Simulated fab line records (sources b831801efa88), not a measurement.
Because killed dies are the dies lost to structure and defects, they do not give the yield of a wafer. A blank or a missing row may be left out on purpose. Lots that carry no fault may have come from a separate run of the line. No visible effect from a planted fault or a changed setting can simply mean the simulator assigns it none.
A single fault, viewed from 2 desks | flow gf180mcu | every desk sees just its own numbers, and what lay behind them comes last

## METROLOGY DESK
What the gauges read, lot by lot, whatever tool the lot ran on: means of the sampled wafers that have a number. Marked OUT: a lot whose mean sits more than 4 standard deviations from the usual mean, which makes it out of limits; the brackets give that distance.
Columns: A = V5_CVD_00_THK at GF_V5_THK_MEAS_01, usual 300.6 nm
lot  | first seen here | A
L724 | day 26 13:25    | 299.8
L725 | day 26 15:35    | 299.2
L726 | day 27 02:13    | 301.3
L729 | day 27 22:35    | 298.5
L733 | day 29 08:11    | 302.9
L735 | day 29 22:41    | 299.1
L738 | day 30 21:06    | 303.6
L739 | day 31 01:25    | 302.6
L741 | day 31 10:20    | 303.3
L743 | day 31 21:36    | 300.1
L744 | day 32 04:28    | 306.2
L745 | day 32 10:40    | 300.4
L746 | day 32 16:35    | 304.6
L747 | day 32 20:21    | 300.7
Result from this desk: across the 14 lots, nothing is out of limits.

## AT THE TOOL OWNER'S DESK: litho track-03
The tool's own readings at GF_DUAL_GATE_DEVELOP_10 (develop time 60 s): means of the sampled wafers that have a number, for each lot that ran on this tool. Marked OUT: a lot whose mean sits more than 4 standard deviations from the usual mean, which makes it out of limits; the brackets give that distance.
Columns: A = chill plate temp C at GF_DUAL_GATE_DEVELOP_10, usual 22.97 C
lot  | first seen here | A
L725 | day 8 17:41     | 22.99
L729 | day 9 20:13     | 22.92
L733 | day 11 01:33    | 22.92
L735 | day 11 09:49    | 23.01
L744 | day 14 02:49    | 22.86
L745 | day 14 10:01    | 23.14
L746 | day 14 17:48    | 22.84
L747 | day 14 23:25    | 22.98
Result from this desk: across the 8 lots, nothing is out of limits.

## TAKEN TOGETHER
The metrology desk saw nothing out of limits.
The tool owner's desk saw nothing out of limits.

## WHAT THE SIMULATOR PUT IN
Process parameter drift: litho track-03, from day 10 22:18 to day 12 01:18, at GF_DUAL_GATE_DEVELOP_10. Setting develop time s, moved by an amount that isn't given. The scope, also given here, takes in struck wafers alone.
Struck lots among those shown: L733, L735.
